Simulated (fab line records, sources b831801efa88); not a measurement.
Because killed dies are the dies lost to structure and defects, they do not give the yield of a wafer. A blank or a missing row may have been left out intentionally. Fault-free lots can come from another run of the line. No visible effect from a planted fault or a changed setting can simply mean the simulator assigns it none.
fab line records ; flow sky130
record: lots: 12; wafers: 36; last-day: 50
route steps=708 shown FIELD_ISO@24 VT_ADJUST_NCORE@121 VT_ADJUST_HVTR@139 SONOS_TUNNEL@161 PAD_OPEN@708
lots that met no fault: taken from a fault-free run of the same line
start-h: hours from the record's first day to the start of the lot's first wafer shown ; wait-h: hours since the lot's step before ; " unchanged from the row above ; L1.1+2: several wafers, shown together as one row ; - either no value or no given start ; * or withheld: withheld ; < > ~ a bound
route shown NAME@n: NAME is a module with steps in the file, n the number in the route of the first one ; usual: mean/standard deviation of fault-free wafers ; same: alike in all rows ; chamber/n: place in a boat ; sites: readings site by site ; _std_site: the standard deviation of these ; _edge_site: mean of outer sites minus mean of inner sites ; radius-mm: for every site, how far away it sits from the centre of the wafer ; mask NAME#n: copy n ; behind: the last tool/chamber to shape the wafer ; hold: why the lot was held/for how many hours/how that ended ; device: the transistor (n, p or np) that didn't switch ; end of line: the same wafers' tests at the end of the route ; a step given without rows: its recipe and nothing more ; killed: the dies lost at the first sort to structure and to defects; this is not the yield of the wafer ; map: a wafer's dies, x killed, . not, _ none there
set.NAME: the setting the step ran with; set.NAME@STEP: the setting that earlier step ran with ; model.NAME: the simulator's own value behind a step, which no gauge read
steps of the route over a sample of lots; a table a step, a row a wafer
services: when a tool's chamber went out of use (start-h, in hours from the record's first day, below 0 if earlier), for how many hours, and the reason
== steps ==
step: SKY_FIELD_ISO_THK_MEAS_23
recipe: reads: SiO2_of_FIELD_ISO_OXIDATION_22
usual: FIELD_ISO_OXIDATION_01_THK: 10.08/0.21
lot.wafer;tool;chamber;start-h;wait-h;FIELD_ISO_OXIDATION_01_THK[nm]
L608.3;film-metro-02;-;31.59;0.0;10.50
L608.4;film-metro-02;-;31.59;0.0;10.41
L608.6;film-metro-02;-;31.59;0.0;10.32
L610.4;film-metro-02;-;44.01;0.0;9.94
L610.5;film-metro-02;-;44.01;0.0;10.02
L610.6;film-metro-02;-;44.01;0.0;10.14
L611.1;film-metro-03;-;48.06;0.0;10.14
L611.2;film-metro-03;-;48.06;0.0;10.37
L611.4;film-metro-03;-;48.06;0.0;10.22
L613.1;film-metro-03;-;56.81;0.0;10.42
L613.2;film-metro-03;-;56.81;0.0;10.23
L613.5;film-metro-03;-;56.81;0.0;10.40
L614.1;film-metro-03;-;64.75;0.0;10.28
L614.3;film-metro-03;-;64.75;0.0;10.45
L614.4;film-metro-03;-;64.75;0.0;10.49
L615.1;film-metro-03;-;68.31;0.0;10.10
L615.2;film-metro-03;-;68.31;0.0;10.25
L615.3;film-metro-03;-;68.31;0.0;10.07
L621.1;film-metro-01;-;100.64;0.0;9.85
L621.3;film-metro-01;-;100.64;0.0;10.08
L621.6;film-metro-01;-;100.64;0.0;9.99
L622.1;film-metro-01;-;102.98;0.0;9.73
L622.2;film-metro-01;-;102.98;0.0;9.58
L622.4;film-metro-01;-;102.98;0.0;9.50
L623.1;film-metro-02;-;108.74;0.0;10.13
L623.2;film-metro-02;-;108.74;0.0;9.98
L623.4;film-metro-02;-;108.74;0.0;10.21
L625.1;film-metro-02;-;120.99;0.0;9.90
L625.4;film-metro-02;-;120.99;0.0;9.95
L625.6;film-metro-02;-;120.99;0.0;10.17
L627.3;film-metro-03;-;130.41;0.0;10.07
L627.5;film-metro-03;-;130.41;0.0;9.93
L627.6;film-metro-03;-;130.41;0.0;10.10
L631.2;film-metro-03;-;150.71;0.0;10.11
L631.3;film-metro-03;-;150.71;0.0;10.11
L631.5;film-metro-03;-;150.71;0.0;10.07
step: SKY_VT_ADJUST_NCORE_COAT_02
recipe: resist: NOVOLAK; spin-rpm: 3000; resist-thk-nm: 1140
lot.wafer;tool;chamber;start-h;wait-h
L608.3+4+6;litho-track-01;0;171.58;0.1
L610.4+5+6;litho-track-02;0;187.58;0.1
L611.1+2+4;litho-track-02;0;193.31;0.1
L613.1+2+5;litho-track-02;0;204.61;0.1
L614.1+3+4;litho-track-03;0;211.94;0.1
L615.1+2+3;litho-track-02;0;217.56;0.1
L621.1+3+6;litho-track-01;0;261.18;0.1
L622.1+2+4;litho-track-02;0;267.26;0.1
L623.1+2+4;litho-track-03;0;272.29;0.1
L625.1+4+6;litho-track-02;0;288.46;0.1
L627.3+5+6;litho-track-02;0;303.91;0.1
L631.2+3+5;litho-track-03;0;329.02;0.1
step: SKY_VT_ADJUST_NCORE_CD_MEAS_07
recipe: target-cd-nm: 380
usual: cd-nm: 380.1/2.4
lot.wafer;tool;chamber;start-h;wait-h;hold;cd-nm
L608.3;cd-sem-02;-;181.25;0.1;-;382.3
L608.4;cd-sem-02;-;181.25;0.1;-;380.9
L608.6;cd-sem-02;-;181.25;0.1;-;377.8
L610.4;cd-sem-01;-;198.32;0.1;-;381.2
L610.5;cd-sem-01;-;198.32;0.1;-;381.1
L610.6;cd-sem-01;-;198.32;0.1;-;380.3
L611.1;cd-sem-01;-;204.14;0.1;-;377.1
L611.2;cd-sem-01;-;204.14;0.1;-;375.0
L611.4;cd-sem-01;-;204.14;0.1;-;376.9
L613.1;cd-sem-01;-;215.38;0.1;-;377.5
L613.2;cd-sem-01;-;215.38;0.1;-;377.8
L613.5;cd-sem-01;-;215.38;0.1;-;375.6
L614.1;cd-sem-02;-;223.44;0.1;-;381.1
L614.3;cd-sem-02;-;223.44;0.1;-;380.8
L614.4;cd-sem-02;-;223.44;0.1;-;381.1
L615.1;cd-sem-02;-;229.31;0.1;-;382.0
L615.2;cd-sem-02;-;229.31;0.1;-;380.8
L615.3;cd-sem-02;-;229.31;0.1;-;382.8
L621.1;cd-sem-01;-;273.68;0.1;-;379.5
L621.3;cd-sem-01;-;273.68;0.1;-;378.6
L621.6;cd-sem-01;-;273.68;0.1;-;378.6
L622.1;cd-sem-01;-;279.64;0.1;-;374.5
L622.2;cd-sem-01;-;279.64;0.1;-;376.8
L622.4;cd-sem-01;-;279.64;0.1;-;373.7
L623.1;cd-sem-02;-;284.68;0.1;-;379.1
L623.2;cd-sem-02;-;284.68;0.1;-;380.3
L623.4;cd-sem-02;-;284.68;0.1;-;380.1
L625.1;cd-sem-01;-;301.11;0.1;await-dispo/0.2h/release;368.3
L625.4;cd-sem-01;-;301.11;0.1;await-dispo/0.2h/release;366.9
L625.6;cd-sem-01;-;301.11;0.1;await-dispo/0.2h/release;370.6
L625.1;cd-sem-01;-;301.40;0.3;-;368.7
L625.4;cd-sem-01;-;301.40;0.3;-;366.7
L625.6;cd-sem-01;-;301.40;0.3;-;370.7
L627.3;cd-sem-02;-;316.98;0.1;await-dispo/0.2h/release;361.3
L627.5;cd-sem-02;-;316.98;0.1;await-dispo/0.2h/release;360.8
L627.6;cd-sem-02;-;316.98;0.1;await-dispo/0.2h/release;363.0
L627.3;cd-sem-02;-;317.27;0.3;-;361.6
L627.5;cd-sem-02;-;317.27;0.3;-;360.9
L627.6;cd-sem-02;-;317.27;0.3;-;363.1
L631.2;cd-sem-01;-;342.75;0.1;-;381.3
L631.3;cd-sem-01;-;342.75;0.1;-;381.5
L631.5;cd-sem-01;-;342.75;0.1;-;380.1
step: SKY_VT_ADJUST_NCORE_STRIP_10
recipe: chemistry: O2/N2; power-w: 1400; pressure-mtorr: 1500; platen-temp-c: withheld; o2-flow-sccm: 3000; n2-flow-sccm: 300; overash-fraction: 0.5
usual: drypump-motor-current-A: 5.7/0.62; oes-product-au: 0.716/0.0047; strip-time-to-endpoint-s: 14.18/0.045
lot.wafer;tool;chamber;start-h;wait-h;drypump-motor-current-A;oes-product-au;rf-hours-counter-h;strip-time-to-endpoint-s
L608.3;plasma-asher-04;1;181.55;0.1;5.8;0.721;-;14.17
L608.4;plasma-asher-04;0;181.55;0.1;6.7;0.723;-;14.17
L608.6;plasma-asher-04;0;181.55;0.1;6.6;0.717;-;14.17
L610.4;plasma-asher-04;1;198.60;0.1;5.8;0.706;-;14.19
L610.5;plasma-asher-04;1;198.60;0.1;5.8;0.715;-;14.18
L610.6;plasma-asher-04;0;198.60;0.1;6.6;0.700;-;14.23
L611.1;plasma-asher-01;1;204.45;0.1;4.8;0.712;39;14.21
L611.2;plasma-asher-01;0;204.45;0.1;5.2;0.717;39;14.21
L611.4;plasma-asher-01;0;204.45;0.1;5.2;0.708;-;14.15
L613.1;plasma-asher-04;0;215.68;0.1;6.6;0.705;9;14.18
L613.2;plasma-asher-04;1;215.68;0.1;5.8;0.720;9;14.20
L613.5;plasma-asher-04;0;215.68;0.1;6.6;0.709;-;14.15
L614.1;plasma-asher-04;1;223.75;0.1;5.8;0.723;9;14.18
L614.3;plasma-asher-04;0;223.75;0.1;6.6;0.712;-;14.19
L614.4;plasma-asher-04;1;223.75;0.1;5.8;0.712;-;14.17
L615.1;plasma-asher-03;1;229.62;0.1;5.4;0.722;54;14.12
L615.2;plasma-asher-03;0;229.62;0.1;5.5;0.715;54;14.19
L615.3;plasma-asher-03;1;229.62;0.1;5.4;0.717;-;14.15
L621.1;plasma-asher-03;0;273.98;0.1;5.5;0.713;59;14.11
L621.3;plasma-asher-03;0;273.98;0.1;5.5;0.719;-;14.10
L621.6;plasma-asher-03;1;273.98;0.1;5.4;0.712;-;14.11
L622.1;plasma-asher-03;1;279.95;0.1;5.4;0.717;59;14.15
L622.2;plasma-asher-03;0;279.95;0.1;5.5;0.715;59;14.18
L622.4;plasma-asher-03;0;279.95;0.1;5.5;0.716;-;14.23
L623.1;plasma-asher-03;1;284.98;0.1;5.3;0.714;60;14.22
L623.2;plasma-asher-03;0;284.98;0.1;5.5;0.718;60;14.22
L623.4;plasma-asher-03;1;284.98;0.1;5.3;0.717;-;14.26
L625.1;plasma-asher-01;1;311.49;0.2;4.8;0.716;49;16.47
L625.4;plasma-asher-01;0;311.49;0.2;5.2;0.708;-;16.50
L625.6;plasma-asher-01;0;311.49;0.2;5.2;0.717;-;16.44
L627.3;plasma-asher-01;1;320.52;0.1;4.8;0.720;-;16.36
L627.5;plasma-asher-01;1;320.52;0.1;4.8;0.717;-;16.31
L627.6;plasma-asher-01;0;320.52;0.1;5.2;0.721;-;16.35
L631.2;plasma-asher-04;0;343.03;0.1;6.7;0.719;20;14.15
L631.3;plasma-asher-04;0;343.03;0.1;6.6;0.714;-;14.17
L631.5;plasma-asher-04;0;343.03;0.1;6.6;0.715;-;14.17
step: SKY_VT_ADJUST_HVTR_OVL_MEAS_08
usual: VT_ADJUST_HVTR_OVL: 1.2/1.2
lot.wafer;tool;chamber;start-h;wait-h;VT_ADJUST_HVTR_OVL[nm]
L608.3;overlay-02;-;202.42;0.1;1.7
L608.4;overlay-02;-;202.42;0.1;2.3
L608.6;overlay-02;-;202.42;0.1;0.3
L610.4;overlay-01;-;220.46;0.1;1.7
L610.5;overlay-01;-;220.46;0.1;1.7
L610.6;overlay-01;-;220.46;0.1;2.2
L611.1;overlay-02;-;226.58;0.1;2.1
L611.2;overlay-02;-;226.58;0.1;1.3
L611.4;overlay-02;-;226.58;0.1;2.2
L613.1;overlay-01;-;237.90;0.1;-1.4
L613.2;overlay-01;-;237.90;0.1;2.2
L613.5;overlay-01;-;237.90;0.1;0.3
L614.1;overlay-02;-;246.06;0.1;-0.2
L614.3;overlay-02;-;246.06;0.1;0.7
L614.4;overlay-02;-;246.06;0.1;-1.5
L615.1;overlay-02;-;253.30;0.1;1.5
L615.2;overlay-02;-;253.30;0.1;1.2
L615.3;overlay-02;-;253.30;0.1;1.5
L621.1;overlay-02;-;298.55;0.1;2.2
L621.3;overlay-02;-;298.55;0.1;0.4
L621.6;overlay-02;-;298.55;0.1;1.1
L622.1;overlay-01;-;304.51;0.1;0.4
L622.2;overlay-01;-;304.51;0.1;1.9
L622.4;overlay-01;-;304.51;0.1;-0.1
L623.1;overlay-01;-;310.96;0.1;1.2
L623.2;overlay-01;-;310.96;0.1;1.0
L623.4;overlay-01;-;310.96;0.1;0.0
L625.1;overlay-02;-;328.01;0.1;1.9
L625.4;overlay-02;-;328.01;0.1;3.1
L625.6;overlay-02;-;328.01;0.1;3.9
L627.3;overlay-02;-;344.06;0.1;1.7
L627.5;overlay-02;-;344.06;0.1;1.3
L627.6;overlay-02;-;344.06;0.1;0.3
L631.2;overlay-02;-;369.35;0.1;2.5
L631.3;overlay-02;-;369.35;0.1;1.8
L631.5;overlay-02;-;369.35;0.1;2.9
step: SKY_SONOS_TUNNEL_CD_MEAS_07
recipe: target-cd-nm: 410
usual: cd-nm: 411.1/2.5
lot.wafer;tool;chamber;start-h;wait-h;cd-nm
L608.3;cd-sem-02;-;247.53;0.1;407.6
L608.4;cd-sem-02;-;247.53;0.1;409.7
L608.6;cd-sem-02;-;247.53;0.1;408.1
L610.4;cd-sem-01;-;267.40;0.1;408.2
L610.5;cd-sem-01;-;267.40;0.1;408.1
L610.6;cd-sem-01;-;267.40;0.1;408.8
L611.1;cd-sem-02;-;274.09;0.1;415.3
L611.2;cd-sem-02;-;274.09;0.1;417.0
L611.4;cd-sem-02;-;274.09;0.1;413.2
L613.1;cd-sem-01;-;286.11;0.1;407.0
L613.2;cd-sem-01;-;286.11;0.1;408.7
L613.5;cd-sem-01;-;286.11;0.1;409.5
L614.1;cd-sem-02;-;294.81;0.1;411.3
L614.3;cd-sem-02;-;294.81;0.1;414.3
L614.4;cd-sem-02;-;294.81;0.1;414.1
L615.1;cd-sem-02;-;302.39;0.1;413.9
L615.2;cd-sem-02;-;302.39;0.1;414.3
L615.3;cd-sem-02;-;302.39;0.1;414.7
L621.1;cd-sem-01;-;351.84;0.1;412.3
L621.3;cd-sem-01;-;351.84;0.1;412.7
L621.6;cd-sem-01;-;351.84;0.1;413.3
L622.1;cd-sem-02;-;356.79;0.1;412.6
L622.2;cd-sem-02;-;356.79;0.1;413.2
L622.4;cd-sem-02;-;356.79;0.1;411.9
L623.1;cd-sem-02;-;364.39;0.1;408.4
L623.2;cd-sem-02;-;364.39;0.1;407.0
L623.4;cd-sem-02;-;364.39;0.1;407.6
L625.1;cd-sem-01;-;381.69;0.1;407.9
L625.4;cd-sem-01;-;381.69;0.1;409.2
L625.6;cd-sem-01;-;381.69;0.1;409.0
L627.3;cd-sem-01;-;399.95;0.1;414.1
L627.5;cd-sem-01;-;399.95;0.1;412.0
L627.6;cd-sem-01;-;399.95;0.1;413.9
L631.2;cd-sem-01;-;428.46;0.1;409.9
L631.3;cd-sem-01;-;428.46;0.1;410.0
L631.5;cd-sem-01;-;428.46;0.1;408.1
step: SKY_PAD_OPEN_PROBE_99
usual: killed_at_M0_to_M3: 42/5.8; killed_at_M4_up: 3.0/2; killed-at-contacts: 24/5.5; killed-at-front-end: 15/3.9; killed-at-other: 0.3/0.54; killed-dies: 85/8.8; killed-open: 47/6.8; killed-short: 38/5.9
same: gross-dies: 492; killed-at-back-side: 0
lot.wafer;tool;chamber;start-h;wait-h;killed_at_M0_to_M3;killed_at_M4_up;killed-at-contacts;killed-at-front-end;killed-at-other;killed-dies;killed-open;killed-short
L615.1;prober-02;-;1125.42;0.1;44;7;28;14;1;94;57;36
L615.2;prober-02;-;1125.47;0.1;40;0;14;20;1;75;43;32
L615.3;prober-02;-;1125.52;0.2;44;1;34;15;1;95;53;41
killed by level:class
L615.1 LI_CONTACT:geometric-particle:open=14 VIA1:geometric-particle:open=10 CONTACT:geometric-particle:open=7 VIA2:geometric-particle:open=7 METAL2:geometric-particle:short=5 VIA2:geometric-particle:short=5 VIA3:geometric-particle:open=5 METAL4:geometric-particle:short=4
L615.2 VIA3:geometric-particle:open=9 VIA1:geometric-particle:open=7 FIELD_ISO:geometric-particle:short=6 POLY_GATE:geometric-particle:open=5 VIA3:geometric-particle:short=5 FIELD_ISO:geometric-particle:open=4 LI_CONTACT:geometric-particle:open=4 CONTACT:geometric-particle:open=4
L615.3 LI_CONTACT:geometric-particle:open=12 VIA1:geometric-particle:open=11 CONTACT:geometric-particle:open=10 VIA2:geometric-particle:open=7 VIA1:geometric-particle:short=6 METAL1:geometric-particle:short=5 LI_CONTACT:geometric-particle:short=5 CONTACT:geometric-particle:short=4
== services ==
tool;chamber;start-h;hours;kind
litho-track-01;-;224.13;-;consumable-replace:filter
plasma-asher-04;-;264.38;10.5;repair
litho-track-02;-;290.58;-;consumable-replace:filter
plasma-asher-04;-;330.09;4.3;pm
== key ==
first-sign: step: SKY_VT_ADJUST_NCORE_CD_MEAS_07; reading: visit; direction: added
effect: step: SKY_VT_ADJUST_NCORE_CD_MEAS_07; reading: cd-nm; direction: down; sigmas: 6.1; usual: 380.1; struck: 365.2
effect: step: SKY_VT_ADJUST_NCORE_STRIP_10; reading: strip-time-to-endpoint-s; direction: up; sigmas: 50; usual: *; struck: *
met-at SKY_VT_ADJUST_NCORE_COAT_02
struck-lots L625,L627
tester-left-out L625,L627
not-acting-at SKY_FIELD_ISO_THK_MEAS_23,SKY_VT_ADJUST_HVTR_OVL_MEAS_08,SKY_SONOS_TUNNEL_CD_MEAS_07
onset-between 267.26 288.46
fault: kind: process-parameter-drift; tool: litho-track-02; chamber: -; onset-h: 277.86; steps: SKY_VT_ADJUST_NCORE_COAT_02; channel: resist-thk-nm; offset: 198.21; shape: step; end-h: 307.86; acts-in: these-recipes-only; stated: 1140
tester-left-out: of these lots the tester's yield and bins aren't shown, on N5 and GAA mostly nor the transistor test; their killed dies are dies lost to structure and defects alone, not to doping, threshold or leakage, so they don't give the yield
